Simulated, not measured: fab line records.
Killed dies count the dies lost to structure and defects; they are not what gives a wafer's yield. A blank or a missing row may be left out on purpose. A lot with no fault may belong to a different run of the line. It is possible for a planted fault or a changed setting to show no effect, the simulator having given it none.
2 desks looking at one fault	flow sky130	each desk has only its own numbers; what lay behind them comes last

## TOOL OWNER'S DESK, hdpcvd-01
The tool's own readings at SKY_CONTACT_HDPCVD_02 (deposits SiO2, target thk 565 nm, time 94.2 s): means of the sampled wafers that have a number, for each lot that ran on this tool. Marked OUT: a lot whose mean sits more than 4 standard deviations from the usual mean, which makes it out of limits; the brackets give that distance.
Columns: A = run length s at SKY_CONTACT_HDPCVD_02, usual 122.5 s
lot	first seen here	A
L762	day 34 17:15	128.4 (+11) OUT
L763	day 34 21:16	128.2 (+11) OUT
L773	day 38 21:28	122.5
L771	day 39 00:22	122.9
This desk finds L762, L763 out of limits, L762 being first, at day 34 17:15 (run length s at SKY_CONTACT_HDPCVD_02). Within limits: L773, L771.

## FROM THE METROLOGY DESK
What the gauges read for every lot (on any tool): the sampled wafers with a number, averaged. Marked OUT: a lot whose mean sits more than 4 standard deviations from the usual mean, which makes it out of limits; the brackets give that distance.
Columns: A = LI_CONTACT_W_THK at SKY_LI_CONTACT_THK_MEAS_23, usual 392 nm; B = LOCAL_INTERCONNECT_OVL at SKY_LOCAL_INTERCONNECT_OVL_MEAS_12, usual 1 nm; C = CONTACT_HDPCVD_THK at SKY_CONTACT_THK_MEAS_03, usual 565 nm
lot	first seen here	A	B	C
L751	day 30 13:18	391	3	566
L754	day 30 19:54	392	3	562
L759	day 32 10:18	392	1	559
L762	day 33 13:22	392	-5	596 (+4.7) OUT
L763	day 33 16:47	390	1	602 (+5.7) OUT
L764	day 34 07:07	395	8	571
L768	day 35 08:49	397	-5	560
L770	day 35 19:10	391	-0	556
L769	day 35 19:24	401	4	560
L772	day 37 17:22	386	4	558
L773	day 37 18:30	391	3	565
L771	day 37 21:19	393	-5	567
This desk finds L762, L763 out of limits, with the earliest case on L762 at day 34 17:19 (CONTACT_HDPCVD_THK at SKY_CONTACT_THK_MEAS_03). Within limits: L751, L754, L759, L764, L768, L770, L769, L772, L773, L771.

## TAKEN TOGETHER
On L762, L763, at day 34 17:15, an alarm was possible from the tool owner's desk.
L762, L763 would have let the metrology desk raise an alarm at day 34 17:19.
SKY_CONTACT_HDPCVD_02 was run on hdpcvd-01 by each of the lots named.

## WHAT THE SIMULATOR PUT IN
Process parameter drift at SKY_CONTACT_HDPCVD_02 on hdpcvd-01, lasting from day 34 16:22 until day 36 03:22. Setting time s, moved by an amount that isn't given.
Shown lots that were struck: L762, L763.
Hours from the fault's start to each desk's first reading out of limits: the tool owner's desk, 1; the metrology desk, 1.
